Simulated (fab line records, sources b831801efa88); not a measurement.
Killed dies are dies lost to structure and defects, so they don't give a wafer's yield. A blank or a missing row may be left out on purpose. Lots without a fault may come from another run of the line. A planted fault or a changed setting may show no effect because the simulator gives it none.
Problem report in the 8D (eight disciplines) form, filled by code | flow gf180mcu | the parts of the form that need people (team, actions taken, sign-off) are left out

1. THE PROBLEM
chamber_pressure_mTorr at GF_TOP_METAL_METAL_ETCH_16 reads a mean of 9.594 mTorr on 6 wafers of 3 lots; wafers without a fault read 8.000 mTorr with a standard deviation of 0.0074. That is +99 or more standard deviations from the usual mean.
The step: etches the open film in Cl2/BCl3, stops on SiO2, target depth 1077.5 nm, time 179.6 s.
First seen on wafer L213.1, day 31 09:23, on rie_metal-01. The record holds 21 wafers of 7 lots with a number at this step. Rule for "out", or "out of limits": more than 4 standard deviations from the usual mean. The other wafers with a number count as sound.

2. WHAT IT IS AND WHAT IT IS NOT
question                    | is                                             | is not
which readings at this step | chamber_pressure_mTorr                         | drypump_motor_current_A, throttle_valve_pct
which lots                  | L213, L215, L216                               | L206, L208, L221, L225
which wafers of those lots  | L213.1, L213.3, L213.6, L215.1, L215.6, L216.6 | L215.4, L216.2, L216.5
read on which tools         | rie_metal-01                                   | rie_metal-02, rie_metal-03
when                        | from day 31 09:23                              | up to then (6 sound wafers); but 9 sound wafers of L215, L216, L221, L225 came after

3. SUSPECTS, AND WHAT RULES EACH OUT
Counting: a tool at a process step up to the reading stays a suspect if it ran every lot that is out. Sound lots after the first of them don't rule it out here, since some wafers of a struck lot are sound.
- rie_metal-01 at GF_TOP_METAL_METAL_ETCH_16 (etches the open film in Cl2/BCl3, stops on SiO2, target depth 1077.5 nm, time 179.6 s): kept. It ran every lot that is out, first L213 (day 31 09:23); its last sound lot up to then is L208 (day 29 17:39). Its own readings are out on those wafers: chamber_pressure_mTorr.
- Within rie_metal-01 at GF_TOP_METAL_METAL_ETCH_16: the wafers that are out ran in chamber 0; their sound lot-mates ran in chamber 1.
Left after counting: rie_metal-01 at GF_TOP_METAL_METAL_ETCH_16.

4. THE CAUSE (what the simulator had put in)
Process parameter drift: rie_metal-01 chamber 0, from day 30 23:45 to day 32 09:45, at GF_TOP_METAL_METAL_ETCH_16. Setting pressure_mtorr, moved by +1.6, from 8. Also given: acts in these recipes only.
Counting left only this tool.

5. THE CHAIN OF EFFECTS, in route order
Each row: a reading whose mean over the struck wafers that have a number lies more than 3 standard deviations from the usual. Only readings for which the record gives a usual standard deviation are gone through. hours: the time from each lot's start at the first step in this table that gives one to its start at this step, as a median over the lots. sigmas: the change in usual standard deviations.
hours | step                       | reading                | usual       | on struck wafers | change | sigmas
0     | GF_TOP_METAL_METAL_ETCH_16 | chamber_pressure_mTorr | 8.000 mTorr | 9.594            | +1.594 | +99 or more
The process steps in it:
- GF_TOP_METAL_METAL_ETCH_16: etches the open film in Cl2/BCl3, stops on SiO2, target depth 1077.5 nm, time 179.6 s.

6. WHAT WOULD HAVE CAUGHT IT SOONER
In this record the first reading out of limits was taken at day 31 09:23, 10 hours after the fault began at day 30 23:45.
